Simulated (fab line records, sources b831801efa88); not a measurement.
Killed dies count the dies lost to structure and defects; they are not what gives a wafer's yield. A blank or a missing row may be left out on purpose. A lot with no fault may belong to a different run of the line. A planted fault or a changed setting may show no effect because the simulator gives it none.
Which tool did it? | flow gf180mcu | 72 wafers from 24 lots sampled at 6 of the route's 602 steps

== WHAT THE GAUGES SHOWED, per wafer ==
GF_V3_CD_MEAS_14: the cd target is 260 nm. Usual: cd nm reads 260.3 nm (standard deviation 0.93).
lot  | measured     | on        | cd nm (nm)        | flag
L074 | day 22 09:26 | cd sem-01 | 261.4 261.6 261.9 |
L075 | day 22 12:20 | cd sem-01 | 261.5 259.5 259.7 |
L076 | day 22 18:52 | cd sem-01 | 260.9 260.6 259.7 |
L077 | day 23 10:52 | cd sem-02 | 258.8 260.0 259.7 |
L078 | day 23 21:31 | cd sem-02 | 259.5 259.0 260.0 |
L079 | day 24 06:23 | cd sem-01 | 260.8 259.6 261.0 |
L080 | day 24 10:16 | cd sem-02 | 260.9 259.8 261.0 |
L081 | day 25 06:44 | cd sem-02 | 260.5 261.6 260.9 |
L082 | day 25 06:55 | cd sem-01 | 260.5 260.5 259.7 |
L083 | day 25 14:28 | cd sem-01 | 260.8 261.1 260.4 |
L084 | day 25 22:04 | cd sem-02 | 260.0 259.6 260.0 |
L085 | day 26 07:13 | cd sem-01 | 259.4 260.1 258.4 |
L086 | day 26 13:32 | cd sem-01 | 261.1 261.8 262.4 |
L087 | day 26 20:28 | cd sem-01 | 260.6 260.5 261.6 |
L088 | day 27 01:34 | cd sem-02 | 262.1 261.0 260.3 |
L089 | day 27 07:29 | cd sem-02 | 259.7 261.6 260.4 |
L090 | day 27 15:11 | cd sem-02 | 260.2 259.7 260.5 |
L091 | day 28 01:56 | cd sem-02 | 258.9 259.8 260.2 |
L092 | day 28 19:22 | cd sem-01 | 262.9 261.3 260.3 |
L093 | day 29 04:01 | cd sem-02 | 259.4 258.5 258.8 |
L094 | day 29 06:17 | cd sem-01 | 258.6 258.4 260.0 |
L095 | day 29 09:46 | cd sem-02 | 259.6 259.9 260.2 |
L096 | day 29 12:54 | cd sem-01 | 260.1 259.0 259.7 |
L097 | day 29 18:04 | cd sem-01 | 259.8 261.2 260.2 |

GF_M5_CD_MEAS_07: the cd target is 280 nm. Usual: cd nm reads 279.8 nm (standard deviation 1.3).
lot  | measured     | on        | cd nm (nm)        | flag
L074 | day 26 04:46 | cd sem-02 | 279.8 281.1 280.4 |
L075 | day 26 08:26 | cd sem-02 | 280.5 280.3 280.2 |
L076 | day 26 13:13 | cd sem-01 | 279.6 278.7 279.3 |
L077 | day 27 05:41 | cd sem-01 | 280.5 278.9 280.9 |
L078 | day 27 13:40 | cd sem-01 | 277.6 279.2 278.0 |
L079 | day 27 21:38 | cd sem-01 | 277.5 279.0 279.6 |
L080 | day 28 03:28 | cd sem-02 | 280.4 280.4 281.1 |
L081 | day 28 20:20 | cd sem-01 | 278.3 278.4 278.9 |
L082 | day 28 21:47 | cd sem-02 | 278.8 279.2 278.1 |
L083 | day 29 04:44 | cd sem-02 | 278.3 277.7 278.8 |
L084 | day 29 10:10 | cd sem-02 | 280.7 280.4 281.6 |
L085 | day 29 18:51 | cd sem-02 | 278.7 277.9 278.1 |
L086 | day 29 23:31 | cd sem-01 | 281.7 279.9 280.6 |
L087 | day 30 05:12 | cd sem-01 | 279.7 278.7 279.2 |
L088 | day 30 11:57 | cd sem-01 | 281.1 282.2 281.4 |
L089 | day 30 16:10 | cd sem-02 | 280.3 279.3 279.0 |
L090 | day 30 22:24 | cd sem-02 | 280.8 279.4 279.1 |
L091 | day 31 16:32 | cd sem-02 | 280.5 281.2 278.9 |
L092 | day 32 01:17 | cd sem-02 | 279.6 281.0 278.5 |
L093 | day 32 07:35 | cd sem-02 | 282.3 283.8 282.1 |
L094 | day 32 09:37 | cd sem-01 | 281.3 280.5 279.7 |
L095 | day 32 13:59 | cd sem-02 | 280.0 280.4 279.6 |
L096 | day 32 17:00 | cd sem-01 | 280.1 279.4 280.7 |
L097 | day 32 20:46 | cd sem-01 | 281.2 281.4 280.7 |

GF_TOP_METAL_OVL_MEAS_15. Usual: TOP_METAL_OVL gives -0.2 nm (standard deviation 1.3).
lot  | measured     | on         | TOP_METAL_OVL (nm) | flag
L074 | day 28 00:49 | overlay-02 | -1.9 -1.3 -2.3     |
L075 | day 28 03:56 | overlay-02 | -1.4 -4.6 -1.0     |
L076 | day 28 07:47 | overlay-01 | 0.0 0.6 0.6        |
L077 | day 28 23:34 | overlay-01 | -0.2 1.7 0.3       |
L078 | day 29 06:43 | overlay-02 | -1.1 1.1 0.4       |
L079 | day 29 13:56 | overlay-02 | -0.7 -0.9 -1.4     |
L080 | day 29 20:31 | overlay-01 | -1.7 1.8 2.5       |
L081 | day 30 13:20 | overlay-02 | 0.3 3.9 1.1        |
L082 | day 30 13:59 | overlay-01 | -0.3 0.5 -2.2      |
L083 | day 30 21:41 | overlay-01 | 0.2 -1.2 -0.2      |
L084 | day 31 03:10 | overlay-02 | -2.1 -1.4 -0.8     |
L085 | day 31 10:23 | overlay-01 | 0.7 -0.2 -0.8      |
L086 | day 31 14:59 | overlay-02 | -1.5 -1.0 0.7      |
L087 | day 31 19:02 | overlay-02 | 0.2 1.2 0.5        |
L088 | day 32 01:17 | overlay-01 | -0.8 -1.1 1.2      |
L089 | day 32 06:25 | overlay-02 | 0.3 0.7 -1.3       |
L090 | day 32 11:13 | overlay-02 | 1.5 1.1 -0.2       |
L091 | day 33 04:26 | overlay-01 | 0.5 1.5 2.0        |
L092 | day 33 12:26 | overlay-02 | 0.0 -1.1 -1.5      |
L093 | day 33 18:36 | overlay-01 | -2.1 0.2 -0.7      |
L094 | day 33 21:07 | overlay-02 | -0.3 0.3 -0.7      |
L095 | day 34 00:34 | overlay-02 | 0.6 -1.7 -2.7      |
L096 | day 34 03:22 | overlay-02 | 2.2 1.5 0.5        |
L097 | day 34 06:58 | overlay-01 | 0.4 0.5 0.2        |

== WHICH TOOL RAN EACH LOT (tool, then ch and the chambers of the sampled wafers, then the start) ==
lot  | GF_CONTACT_CMP_04             | GF_V2_CMP_26                  | GF_MIM_SPUTTER_08
L074 | cmp-02 ch 0,2,3, day 15 04:40 | cmp-02 ch 0,1, day 20 08:02   | pvd sputter-01, day 24 10:50
L075 | cmp-01 ch 0,2,3, day 15 09:02 | cmp-01 ch 0,1,3, day 20 11:55 | pvd sputter-02, day 24 14:20
L076 | cmp-02 ch 1,3, day 15 13:10   | cmp-01 ch 0,1, day 20 18:27   | pvd sputter-03, day 24 18:59
L077 | cmp-02 ch 0,2,3, day 16 04:08 | cmp-01 ch 0,1, day 21 11:14   | pvd sputter-01, day 25 12:17
L078 | cmp-01 ch 0,1,2, day 16 17:05 | cmp-02 ch 0,3, day 21 22:41   | pvd sputter-02, day 25 20:18
L079 | cmp-01 ch 0,2,3, day 16 23:20 | cmp-02 ch 0,1,3, day 22 07:38 | pvd sputter-03, day 26 05:25
L080 | cmp-02 ch 1,2,3, day 17 04:34 | cmp-02 ch 1,2, day 22 11:34   | pvd sputter-02, day 26 10:10
L081 | cmp-02 ch 1,2, day 17 19:37   | cmp-01 ch 1,2,3, day 23 08:49 | pvd sputter-03, day 27 04:48
L082 | cmp-01 ch 0,1, day 18 01:49   | cmp-01 ch 0,2,3, day 23 09:28 | pvd sputter-03, day 27 05:45
L083 | cmp-02 ch 1,2,3, day 18 10:49 | cmp-01 ch 0,1,3, day 23 16:55 | pvd sputter-01, day 27 12:55
L084 | cmp-02 ch 1,3, day 18 21:05   | cmp-01 ch 1,3, day 24 01:44   | pvd sputter-02, day 27 19:58
L085 | cmp-02 ch 0,2,3, day 19 07:19 | cmp-02 ch 0,1, day 24 11:06   | pvd sputter-01, day 28 04:49
L086 | cmp-01 ch 1,2,3, day 19 13:28 | cmp-01 ch 0,1,3, day 24 17:45 | pvd sputter-01, day 28 10:01
L087 | cmp-02 ch 2,3, day 19 22:34   | cmp-02 ch 0,3, day 25 01:04   | pvd sputter-02, day 28 16:24
L088 | cmp-02 ch 2,3, day 20 04:11   | cmp-02 ch 0,2,3, day 25 06:02 | pvd sputter-01, day 28 22:28
L089 | cmp-02 ch 0,2, day 20 11:40   | cmp-02 ch 0,1,2, day 25 12:04 | pvd sputter-02, day 29 03:47
L090 | cmp-02 ch 1,2,3, day 20 22:53 | cmp-02 ch 0,1,2, day 25 19:57 | pvd sputter-02, day 29 09:36
L091 | cmp-01 ch 1,2, day 21 08:32   | cmp-02 ch 1,2,3, day 26 07:33 | pvd sputter-01, day 30 05:20
L092 | cmp-01 ch 0,1, day 22 07:17   | cmp-02 ch 0,2,3, day 27 02:27 | pvd sputter-01, day 30 13:46
L093 | cmp-02 ch 0,2,3, day 22 15:37 | cmp-01 ch 0,1,2, day 27 12:01 | pvd sputter-03, day 30 21:48
L094 | cmp-01 ch 0,1,2, day 22 18:40 | cmp-01 ch 0,1,3, day 27 13:22 | pvd sputter-03, day 30 23:57
L095 | cmp-01 ch 0,1,2, day 22 23:35 | cmp-01 ch 0,1, day 27 16:56   | pvd sputter-03, day 31 03:57
L096 | cmp-01 ch 0,1, day 23 03:10   | cmp-02 ch 1,2,3, day 27 21:23 | pvd sputter-03, day 31 06:52
L097 | cmp-01 ch 0,1,3, day 23 10:37 | cmp-01 ch 0,1,2, day 28 02:04 | pvd sputter-01, day 31 10:39
- GF_CONTACT_CMP_04: polishes SiO2.
- GF_V2_CMP_26: polishes, stops on SiO2, t overpolish 15 s, target thk 0 nm.
- GF_MIM_SPUTTER_08: material AlCu, target thk 200 nm, time 10.6 s.

== WHAT THE TOOLS THEMSELVES READ (means of the sampled wafers that have a number; where no wafer has one, the mark that the record gives instead) ==
GF_CONTACT_CMP_04. Usual: motor current A 12.5 A, standard deviation 0.85; platen rpm 60.00 rpm, standard deviation 0.043; slurry filter dp kPa 13.51 kPa, standard deviation 0.14; time to endpoint s 109 s, standard deviation 6.2.
lot  | tool   | motor current A (A) | platen rpm (rpm) | slurry filter dp kPa (kPa) | time to endpoint s (s) | flag
L074 | cmp-02 | 12.4                | 60.02            | 13.48                      | 112                    |
L075 | cmp-01 | 12.3                | 60.00            | 13.52                      | 107                    |
L076 | cmp-02 | 13.8                | 60.01            | 13.57                      | 111                    |
L077 | cmp-02 | 12.9                | 60.06            | 13.51                      | 115                    |
L078 | cmp-01 | 11.9                | 60.00            | 13.57                      | 100                    |
L079 | cmp-01 | 12.6                | 59.99            | 13.46                      | 106                    |
L080 | cmp-02 | 12.7                | 59.97            | 13.40                      | 114                    |
L081 | cmp-02 | 12.4                | 60.00            | 13.49                      | 123                    |
L082 | cmp-01 | 11.3                | 60.00            | 13.65                      | 104                    |
L083 | cmp-02 | 13.0                | 60.01            | 13.45                      | 116                    |
L084 | cmp-02 | 13.2                | 59.98            | 13.60                      | 110                    |
L085 | cmp-02 | 12.8                | 59.99            | 13.65                      | 108                    |
L086 | cmp-01 | 11.8                | 60.01            | 13.41                      | 108                    |
L087 | cmp-02 | 12.7                | 59.99            | 13.53                      | 111                    |
L088 | cmp-02 | 13.0                | 60.00            | 13.56                      | 110                    |
L089 | cmp-02 | 12.3                | 59.98            | 13.55                      | 115                    |
L090 | cmp-02 | 12.8                | 60.03            | 13.55                      | 104                    |
L091 | cmp-01 | 12.9                | 59.98            | 13.60                      | 108                    |
L092 | cmp-01 | 11.7                | 60.01            | 13.40                      | 106                    |
L093 | cmp-02 | 12.4                | 59.94            | 13.44                      | 108                    |
L094 | cmp-01 | 12.3                | 60.04            | 13.41                      | 105                    |
L095 | cmp-01 | 12.2                | 60.03            | 13.51                      | 102                    |
L096 | cmp-01 | 11.2                | 59.96            | 13.38                      | 105                    |
L097 | cmp-01 | 11.9                | 59.99            | 13.52                      | 107                    |

GF_V2_CMP_26. Usual: motor current A 11.3 A, standard deviation 0.8; overpolish run s 15.000 s, standard deviation 0.0087; platen rpm 60.00 rpm, standard deviation 0.041; slurry filter dp kPa 13.48 kPa, standard deviation 0.14; time to endpoint s 86 s, standard deviation 3.2.
lot  | tool   | motor current A (A) | overpolish run s (s) | platen rpm (rpm) | slurry filter dp kPa (kPa) | time to endpoint s (s) | flag
L074 | cmp-02 | 11.7                | 14.997               | 59.97            | 13.45                      | 89                     |
L075 | cmp-01 | 11.0                | 14.994               | 60.00            | 13.53                      | 85                     |
L076 | cmp-01 | 10.6                | 15.001               | 60.03            | 13.39                      | 79                     |
L077 | cmp-01 | 10.7                | 14.998               | 59.96            | 13.49                      | 84                     |
L078 | cmp-02 | 12.0                | 14.993               | 60.06            | 13.34                      | 87                     |
L079 | cmp-02 | 12.0                | 15.001               | 60.01            | 13.52                      | 87                     |
L080 | cmp-02 | 11.2                | 15.000               | 60.02            | 13.61                      | 87                     |
L081 | cmp-01 | 11.0                | 15.004               | 60.01            | 13.40                      | 88                     |
L082 | cmp-01 | 11.4                | 14.997               | 59.96            | 13.62                      | 85                     |
L083 | cmp-01 | 10.7                | 14.997               | 59.96            | 13.50                      | 86                     |
L084 | cmp-01 | 10.1                | 14.990               | 60.02            | 13.48                      | 86                     |
L085 | cmp-02 | 11.3                | 14.999               | 60.05            | 13.37                      | 82                     |
L086 | cmp-01 | 10.5                | 15.006               | 60.01            | 13.34                      | 87                     |
L087 | cmp-02 | 11.6                | 14.997               | 60.01            | 13.64                      | 91                     |
L088 | cmp-02 | 12.0                | 15.000               | 60.03            | 13.48                      | 85                     |
L089 | cmp-02 | 11.1                | 15.006               | 59.96            | 13.51                      | 89                     |
L090 | cmp-02 | 11.3                | 15.000               | 59.97            | 13.43                      | 87                     |
L091 | cmp-02 | 11.7                | 15.001               | 60.01            | 13.49                      | 86                     |
L092 | cmp-02 | 11.9                | 14.999               | 60.00            | 13.46                      | 85                     |
L093 | cmp-01 | 10.9                | 14.998               | 60.00            | 13.47                      | 91                     |
L094 | cmp-01 | 11.1                | 15.001               | 60.00            | 13.49                      | 88                     |
L095 | cmp-01 | 10.3                | 14.996               | 59.97            | 13.56                      | 85                     |
L096 | cmp-02 | 11.3                | 14.999               | 59.97            | 13.55                      | 86                     |
L097 | cmp-01 | 11.0                | 14.993               | 59.99            | 13.57                      | 85                     |

GF_MIM_SPUTTER_08. Usual: throttle valve pct reads 29.5 % (standard deviation 1.1).
lot  | tool           | throttle valve pct (%) | flag
L074 | pvd sputter-01 | 28.4                   |
L075 | pvd sputter-02 | 30.1                   |
L076 | pvd sputter-03 | 30.2                   |
L077 | pvd sputter-01 | 28.8                   |
L078 | pvd sputter-02 | 29.8                   |
L079 | pvd sputter-03 | 30.9                   |
L080 | pvd sputter-02 | 31.1                   |
L081 | pvd sputter-03 | 29.2                   |
L082 | pvd sputter-03 | 29.9                   |
L083 | pvd sputter-01 | 29.4                   |
L084 | pvd sputter-02 | 30.3                   |
L085 | pvd sputter-01 | 28.9                   |
L086 | pvd sputter-01 | 29.0                   |
L087 | pvd sputter-02 | 30.0                   |
L088 | pvd sputter-01 | 28.9                   |
L089 | pvd sputter-02 | 30.1                   |
L090 | pvd sputter-02 | 30.1                   |
L091 | pvd sputter-01 | 29.2                   |
L092 | pvd sputter-01 | 28.5                   |
L093 | pvd sputter-03 | 30.4                   |
L094 | pvd sputter-03 | 29.7                   |
L095 | pvd sputter-03 | 30.3                   |
L096 | pvd sputter-03 | 29.3                   |
L097 | pvd sputter-01 | 28.9                   |

== THE ANSWER, worked out from the rows above alone ==
Rule: a lot counts as off when the mean over its wafers that have a number is more than 3 standard deviations away from the usual mean. Also off: a lot with no number at a reading for which 4 or more lots have one. All remaining lots with rows at the step are treated as sound. After the gauges, taken in route order, come the tools' own readings; for these a lot's mean is taken, as printed above. The first step at which some lot is off is used, and at that step the reading that is off furthest; a lot without a number counts as furthest.
Nothing can be told from this: no lot is off at any reading shown.

== WHAT THE SIMULATOR HAD INSERTED ==
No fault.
